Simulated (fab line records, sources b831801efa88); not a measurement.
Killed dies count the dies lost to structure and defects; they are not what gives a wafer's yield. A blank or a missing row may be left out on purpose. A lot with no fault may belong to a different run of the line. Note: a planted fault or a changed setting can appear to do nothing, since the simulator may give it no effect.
Struck lot and sound lot, side by side | flow sky130 | 43 out of 708 route steps
Sound: the wafers L710.3, L710.4, L710.5. Struck: wafer L718.6 (left out: L718.1, L718.4 of the same lot, which were not struck); the cause appears at the end.
For every step that has rows: the tool of each side, followed by ch and its chambers, followed by its first start. Under that, the readings that differ: sound wafers | struck wafers | difference of the means | sigmas: that difference in standard deviations of wafers without a fault.
alike: a reading whose means differ by less than 2 such deviations, as well as words and numbers matching on both sides. not compared: withheld readings; readings where some wafer has no value; bounds like >300 that might hide an equal value; numbers whose values overlap and for which the record gives no deviation.
A row with sigmas, a row that says differs or no value, or rows on one side alone: a step with any of these is where the two part. When numbers do not overlap yet have no deviation, they are printed without sigmas and do not part them. A reading that every wafer of one side lacks parts them only if that side has two wafers or more.

SKY_FIELD_ISO_ETCH_15: etches the open film in CHF3/O2, stops on Si, target depth 180 nm, time 72 s.
  sound on rieDiel-01 ch 2,3, day 3 02:56; struck on rieDiel-01 ch 1, day 4 19:22
  alike: drypumpMotorCurrentA, oesProductAu, throttleValvePct
  not compared: rfHoursCounterH
SKY_FIELD_ISO_STRIP_16: strips in O2/N2.
  sound on plasmaAsher-03 ch 0,1, day 3 03:02; struck on plasmaAsher-01 ch 0, day 4 19:25
  alike: drypumpMotorCurrentA, oesProductAu, stripTimeToEndpointS
  not compared: rfHoursCounterH
SKY_FIELD_ISO_ETCH_17: etches Si in HBr/Cl2/O2, target depth 342 nm, time 97.7 s.
  sound on rieSi-01 ch 0,1,3, day 3 03:06; struck on rieSi-01 ch 3, day 4 19:31
  alike: drypumpMotorCurrentA, oesProductAu, throttleValvePct
  not compared: rfHoursCounterH
then, 5 steps without rows for these wafers: SKY_FIELD_ISO_WET_ETCH_18 (etches Si3N4 in H3PO4, target depth 25 nm, time 286 s); SKY_FIELD_ISO_CLEAN_19 (cleans in SC1/SC2, time 150 s); SKY_FIELD_ISO_CLEAN_20 (cleans in dHF, time 20 s); SKY_FIELD_ISO_WET_ETCH_21 (etches SiO2 in dHF, target depth 20 nm, time 400 s); SKY_FIELD_ISO_OXIDATION_22 (stabilise 600 s, purge 300 s, target thk 10 nm).
SKY_FIELD_ISO_THK_MEAS_23:
  sound on filmMetro-02 at day 3 05:20; struck on filmMetro-04 at day 4 22:01
  alike: FIELD_ISO_OXIDATION_01_THK
then, 1 step without rows for these wafers: SKY_FIELD_ISO_CVD_24 (deposits SiO2, target thk 595 nm, time 99.2 s).
SKY_FIELD_ISO_THK_MEAS_25:
  sound on filmMetro-03 at day 3 05:28; struck on filmMetro-04 at day 4 22:08
  alike: FIELD_ISO_CVD_24_THK
then, 1 step without rows for these wafers: SKY_FIELD_ISO_ANNEAL_26 (time 1800 s).
SKY_FIELD_ISO_CMP_27: polishes, stops on Si3N4, t overpolish 16 s, target thk 457.8 nm.
  sound on cmp-02 ch 0,1,3, day 3 07:06; struck on cmp-02 ch 2, day 4 23:42
  alike: motorCurrentA, overpolishRunS, timeToEndpointS
then, 5 steps without rows for these wafers: SKY_FIELD_ISO_WET_ETCH_28 (etches SiO2 in dHF, target depth 23.7 nm, time 47 s); SKY_FIELD_ISO_WET_ETCH_29 (etches Si3N4 in H3PO4, target depth 160 nm, time 1825 s); SKY_FIELD_ISO_WET_ETCH_30 (etches SiO2 in dHF, target depth 25 nm, time 50 s); SKY_NWELL_CLEAN_00 (cleans in SC1/SC2, time 150 s); SKY_NWELL_OXIDATION_01 (stabilise 600 s, purge 300 s, target thk 10 nm).
SKY_NWELL_THK_MEAS_02:
  sound on filmMetro-01 at day 3 09:20; struck on filmMetro-01 at day 5 02:36
  alike: NWELL_OXIDATION_THK
then, 8 steps without rows for these wafers: SKY_DNWELL_DEHYDRATE_00 (time 60 s); SKY_DNWELL_HMDS_01 (prime time 60 s); SKY_DNWELL_COAT_02 (resist thk 3000 nm); SKY_DNWELL_SOFTBAKE_03; SKY_DNWELL_EXPOSE_04 (exposes mask DNM, target cd 3000 nm); SKY_DNWELL_PEB_05; SKY_DNWELL_DEVELOP_06 (develop time 60 s); SKY_DNWELL_IMPLANT_07.
SKY_DNWELL_STRIP_08: strips in O2/N2.
  sound on plasmaAsher-03 ch 0,1, day 4 01:53; struck on plasmaAsher-03 ch 0, day 5 19:48
reading                  | sound             | struck | difference | sigmas
stripTimeToEndpointS (s) | 37.11 37.13 37.13 | 36.79  | -0.33      | -3
  alike: drypumpMotorCurrentA, oesProductAu
  not compared: rfHoursCounterH
SKY_DNWELL_TW_MEAS_09:
  sound on filmMetro-03 at day 4 01:58; struck on filmMetro-01 at day 5 19:54
reading   | sound          | struck | difference | sigmas
DNWELL_TW | 1082 1084 1084 | 1127   | +44        | +3
then, 7 steps without rows for these wafers: SKY_PWDE_DEHYDRATE_00 (time 60 s); SKY_PWDE_HMDS_01 (prime time 60 s); SKY_PWDE_COAT_02 (resist thk 3000 nm); SKY_PWDE_SOFTBAKE_03; SKY_PWDE_EXPOSE_04 (exposes mask PWDEM, target cd 840 nm); SKY_PWDE_PEB_05; SKY_PWDE_DEVELOP_06 (develop time 60 s).
SKY_PWDE_OVL_MEAS_07:
  sound on overlay-02 at day 4 19:10; struck on overlay-02 at day 6 15:12
  alike: PWDE_OVL
following that, these wafers have no rows for 1 step: SKY_PWDE_IMPLANT_08.
SKY_PWDE_STRIP_09: strips in O2/N2.
  sound on plasmaAsher-03 ch 0,1, day 4 19:22; struck on plasmaAsher-01 ch 1, day 6 15:23
  alike: drypumpMotorCurrentA, oesProductAu, stripTimeToEndpointS
  not compared: rfHoursCounterH
SKY_PWDE_TW_MEAS_10:
  sound on filmMetro-01 at day 4 19:27; struck on filmMetro-03 at day 6 15:29
  alike: PWDE_TW
then, 2 steps without rows for these wafers: SKY_NWELL_DEHYDRATE_03 (time 60 s); SKY_NWELL_HMDS_04 (prime time 60 s).
-- the record jumps here: 42 days lie between the struck wafers' starts before and after (it left off in module NWELL and takes up again in module PAD_OPEN, whose first step shown is number 708 of the route) --
SKY_PAD_OPEN_PROBE_99:
  sound on prober-01 at day 47 00:38; struck on prober-01 at day 49 00:55
reading          | sound    | struck | difference | sigmas
killedAtFrontEnd | 18 10 21 | 197    | +181       | +39
killedDies       | 87 63 98 | 256    | +173       | +18
killedOnRim      | 19 18 15 | 45     | +28        | +7
  alike: killed_at_M0_to_M3, killed_at_M4_up, killedAtContacts, killedAtOther, killedOpen, killedShort

WHERE THEY PART
At SKY_DNWELL_STRIP_08 first; at SKY_PAD_OPEN_PROBE_99 last (within this record only).

WHY: what had been put in by the simulator
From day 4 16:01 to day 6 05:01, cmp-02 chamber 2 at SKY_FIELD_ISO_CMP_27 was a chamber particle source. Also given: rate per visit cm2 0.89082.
